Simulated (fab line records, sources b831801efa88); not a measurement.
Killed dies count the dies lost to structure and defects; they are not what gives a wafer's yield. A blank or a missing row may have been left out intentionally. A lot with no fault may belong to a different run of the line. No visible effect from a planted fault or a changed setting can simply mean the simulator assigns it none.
Which tool is to blame? || flow gf180mcu || Sampling: 12 lots, 36 wafers, 5 of 602 route steps

## WHAT THE GAUGES READ, wafer by wafer
GF_V3_CD_MEAS_14: target cd 260 nm.
{"lot": "L179", "measured": "day 23 03:56", "on": "cd-sem-01", "cd-nm (nm)": "260.0 259.0 259.8"}
{"lot": "L180", "measured": "day 23 16:10", "on": "cd-sem-01", "cd-nm (nm)": "260.3 260.3 260.9"}
{"lot": "L182", "measured": "day 23 21:56", "on": "cd-sem-02", "cd-nm (nm)": "261.2 261.7 260.8"}
{"lot": "L185", "measured": "day 24 14:05", "on": "cd-sem-02", "cd-nm (nm)": "258.6 260.6 259.9"}
{"lot": "L184", "measured": "day 24 17:25", "on": "cd-sem-01", "cd-nm (nm)": "259.1 259.6 259.2"}
{"lot": "L188", "measured": "day 25 14:08", "on": "cd-sem-01", "cd-nm (nm)": "262.5 262.0 260.7"}
{"lot": "L186", "measured": "day 25 14:53", "on": "cd-sem-02", "cd-nm (nm)": "260.3 260.6 260.6"}
{"lot": "L189", "measured": "day 25 21:26", "on": "cd-sem-02", "cd-nm (nm)": "258.7 258.4 259.1"}
{"lot": "L192", "measured": "day 26 20:28", "on": "cd-sem-01", "cd-nm (nm)": "260.9 260.2 260.5"}
{"lot": "L196", "measured": "day 28 01:38", "on": "cd-sem-01", "cd-nm (nm)": "260.2 260.5 259.9"}
{"lot": "L198", "measured": "day 28 09:47", "on": "cd-sem-01", "cd-nm (nm)": "258.4 259.2 260.0"}
{"lot": "L199", "measured": "day 28 19:58", "on": "cd-sem-02", "cd-nm (nm)": "262.0 261.9 262.1"}

GF_V3_RS_MEAS_24: the measuring method here is four-point-probe.
{"lot": "L179", "measured": "day 23 04:58", "on": "film-metro-03", "V3_W_RS (ohm/sq)": "0.332 0.329 0.319"}
{"lot": "L180", "measured": "day 23 17:11", "on": "film-metro-04", "V3_W_RS (ohm/sq)": "0.323 0.314 0.329"}
{"lot": "L182", "measured": "day 23 22:59", "on": "film-metro-03", "V3_W_RS (ohm/sq)": "0.329 0.321 0.327"}
{"lot": "L185", "measured": "day 24 15:10", "on": "film-metro-04", "V3_W_RS (ohm/sq)": "0.324 0.322 0.321"}
{"lot": "L184", "measured": "day 24 18:29", "on": "film-metro-03", "V3_W_RS (ohm/sq)": "0.317 0.318 0.328"}
{"lot": "L188", "measured": "day 25 15:10", "on": "film-metro-04", "V3_W_RS (ohm/sq)": "0.317 0.314 0.311"}
{"lot": "L186", "measured": "day 25 15:55", "on": "film-metro-01", "V3_W_RS (ohm/sq)": "0.327 0.330 0.325"}
{"lot": "L189", "measured": "day 25 22:35", "on": "film-metro-01", "V3_W_RS (ohm/sq)": "0.314 0.320 0.318"}
{"lot": "L192", "measured": "day 26 21:30", "on": "film-metro-04", "V3_W_RS (ohm/sq)": "0.321 0.325 0.324"}
{"lot": "L196", "measured": "day 28 03:01", "on": "film-metro-04", "V3_W_RS (ohm/sq)": "0.238 0.313 0.317"}
{"lot": "L198", "measured": "day 28 10:51", "on": "film-metro-01", "V3_W_RS (ohm/sq)": "0.237 0.319 0.238"}
{"lot": "L199", "measured": "day 28 20:59", "on": "film-metro-04", "V3_W_RS (ohm/sq)": "0.313 0.238 0.236"}

GF_V3_THK_MEAS_25: measures by xrf.
{"lot": "L179", "measured": "day 23 05:05", "on": "film-metro-03", "V3_W_THK (nm)": "341 344 354"}
{"lot": "L180", "measured": "day 23 17:18", "on": "film-metro-04", "V3_W_THK (nm)": "355 362 349"}
{"lot": "L182", "measured": "day 23 23:06", "on": "film-metro-03", "V3_W_THK (nm)": "343 353 346"}
{"lot": "L185", "measured": "day 24 15:17", "on": "film-metro-04", "V3_W_THK (nm)": "347 347 345"}
{"lot": "L184", "measured": "day 24 18:35", "on": "film-metro-03", "V3_W_THK (nm)": "359 358 346"}
{"lot": "L188", "measured": "day 25 15:17", "on": "film-metro-04", "V3_W_THK (nm)": "356 356 360"}
{"lot": "L186", "measured": "day 25 16:02", "on": "film-metro-01", "V3_W_THK (nm)": "339 335 338"}
{"lot": "L189", "measured": "day 25 22:43", "on": "film-metro-01", "V3_W_THK (nm)": "350 345 346"}
{"lot": "L192", "measured": "day 26 21:37", "on": "film-metro-04", "V3_W_THK (nm)": "352 345 347"}
{"lot": "L196", "measured": "day 28 03:07", "on": "film-metro-04", "V3_W_THK (nm)": "468 359 352"}
{"lot": "L198", "measured": "day 28 10:58", "on": "film-metro-01", "V3_W_THK (nm)": "461 349 459"}
{"lot": "L199", "measured": "day 28 21:06", "on": "film-metro-04", "V3_W_THK (nm)": "359 470 471"}

## WHAT TOOL EACH LOT RAN ON (gives the tool, then ch and the chambers of the sampled wafers, and finally the start)
{"lot": "L179", "GF_V3_CVD_02": "pecvd-02 ch 0,2, day 22 05:28", "GF_V3_CVD_23": "cvd-w-01 ch 0,1, day 23 04:52"}
{"lot": "L180", "GF_V3_CVD_02": "pecvd-02 ch 0,1, day 22 16:34", "GF_V3_CVD_23": "cvd-w-01 ch 0,1, day 23 17:04"}
{"lot": "L182", "GF_V3_CVD_02": "pecvd-02 ch 0,1, day 22 23:37", "GF_V3_CVD_23": "cvd-w-01 ch 0,1, day 23 22:52"}
{"lot": "L185", "GF_V3_CVD_02": "pecvd-02 ch 1,2, day 23 16:10", "GF_V3_CVD_23": "cvd-w-02 ch 0,1, day 24 15:03"}
{"lot": "L184", "GF_V3_CVD_02": "pecvd-04 ch 0,1,2, day 23 18:58", "GF_V3_CVD_23": "cvd-w-01 ch 0,1, day 24 18:21"}
{"lot": "L188", "GF_V3_CVD_02": "pecvd-03 ch 0,2, day 24 16:46", "GF_V3_CVD_23": "cvd-w-01 ch 0,1, day 25 15:04"}
{"lot": "L186", "GF_V3_CVD_02": "pecvd-04 ch 0,2, day 24 17:37", "GF_V3_CVD_23": "cvd-w-02 ch 0,1, day 25 15:49"}
{"lot": "L189", "GF_V3_CVD_02": "pecvd-03 ch 0,1,2, day 24 23:55", "GF_V3_CVD_23": "cvd-w-01 ch 0,1, day 25 22:29"}
{"lot": "L192", "GF_V3_CVD_02": "pecvd-02 ch 1,2, day 25 23:28", "GF_V3_CVD_23": "cvd-w-02 ch 1, day 26 21:22"}
{"lot": "L196", "GF_V3_CVD_02": "pecvd-04 ch 0,2, day 27 04:40", "GF_V3_CVD_23": "cvd-w-01 ch 0,1, day 28 02:53"}
{"lot": "L198", "GF_V3_CVD_02": "pecvd-04 ch 0,2, day 27 13:54", "GF_V3_CVD_23": "cvd-w-01 ch 0,1, day 28 10:44"}
{"lot": "L199", "GF_V3_CVD_02": "pecvd-04 ch 1,2, day 28 00:46", "GF_V3_CVD_23": "cvd-w-01 ch 0,1, day 28 20:52"}
- GF_V3_CVD_02: deposits SiO2 from TEOS, target thk 850 nm, time 94.851 s.
- GF_V3_CVD_23: deposits W, target thk 350 nm, time 104.9 s.

## AS READ BY THE TOOLS THEMSELVES (means over the sampled wafers that have a number; for cases with no such wafer, the mark the record gives instead)
GF_V3_CVD_02.
{"lot": "L179", "tool": "pecvd-02", "heater-power-w (W)": 641}
{"lot": "L180", "tool": "pecvd-02", "heater-power-w (W)": 576}
{"lot": "L182", "tool": "pecvd-02", "heater-power-w (W)": 570}
{"lot": "L185", "tool": "pecvd-02", "heater-power-w (W)": 622}
{"lot": "L184", "tool": "pecvd-04", "heater-power-w (W)": 584}
{"lot": "L188", "tool": "pecvd-03", "heater-power-w (W)": 598}
{"lot": "L186", "tool": "pecvd-04", "heater-power-w (W)": 554}
{"lot": "L189", "tool": "pecvd-03", "heater-power-w (W)": 586}
{"lot": "L192", "tool": "pecvd-02", "heater-power-w (W)": 604}
{"lot": "L196", "tool": "pecvd-04", "heater-power-w (W)": 573}
{"lot": "L198", "tool": "pecvd-04", "heater-power-w (W)": 548}
{"lot": "L199", "tool": "pecvd-04", "heater-power-w (W)": 510}

GF_V3_CVD_23.
{"lot": "L179", "tool": "cvd-w-01", "heater-power-w (W)": 766}
{"lot": "L180", "tool": "cvd-w-01", "heater-power-w (W)": 773}
{"lot": "L182", "tool": "cvd-w-01", "heater-power-w (W)": 764}
{"lot": "L185", "tool": "cvd-w-02", "heater-power-w (W)": 835}
{"lot": "L184", "tool": "cvd-w-01", "heater-power-w (W)": 849}
{"lot": "L188", "tool": "cvd-w-01", "heater-power-w (W)": 791}
{"lot": "L186", "tool": "cvd-w-02", "heater-power-w (W)": 794}
{"lot": "L189", "tool": "cvd-w-01", "heater-power-w (W)": 868}
{"lot": "L192", "tool": "cvd-w-02", "heater-power-w (W)": 885}
{"lot": "L196", "tool": "cvd-w-01", "heater-power-w (W)": 778}
{"lot": "L198", "tool": "cvd-w-01", "heater-power-w (W)": 860}
{"lot": "L199", "tool": "cvd-w-01", "heater-power-w (W)": 870}

## THE ANSWER, worked out from the rows above alone
Rule: what is usual is taken from the lots themselves. Put in order of their means at a reading, lots are off if they are a third of the lots or fewer, leave a main group of 4 or more, and stand apart from it by a gap of 3 or more times the standard deviation of the main group's means; of several such gaps the widest counts. If all means in a main group match to the digits the tables above print for the reading, that group is not used. A lot without any number at a reading at which 4 lots or more have one is off too. Any other lot the step has rows for is counted as sound. The gauges are gone through in route order, then the tools' own readings, and for those a lot's mean is taken as printed above. At the first step where some lot is off, the reading lying furthest off is the one used; lots without a number count as furthest.
Off: at GF_V3_RS_MEAS_24 (V3_W_RS), L196, L198, L199. For the main group the mean is 0.322 ohm/sq and the standard deviation 0.0041.
If a tool, at a process step before that reading, ran all the lots that are off and no sound lot after the first of them, it fits. Those tools and the gauges at GF_V3_RS_MEAS_24 are tried in the same way. Can't be told from this: 2 tools fit, pecvd-04 at GF_V3_CVD_02, cvd-w-01 at GF_V3_CVD_23.

## WHAT THE SIMULATOR PUT IN
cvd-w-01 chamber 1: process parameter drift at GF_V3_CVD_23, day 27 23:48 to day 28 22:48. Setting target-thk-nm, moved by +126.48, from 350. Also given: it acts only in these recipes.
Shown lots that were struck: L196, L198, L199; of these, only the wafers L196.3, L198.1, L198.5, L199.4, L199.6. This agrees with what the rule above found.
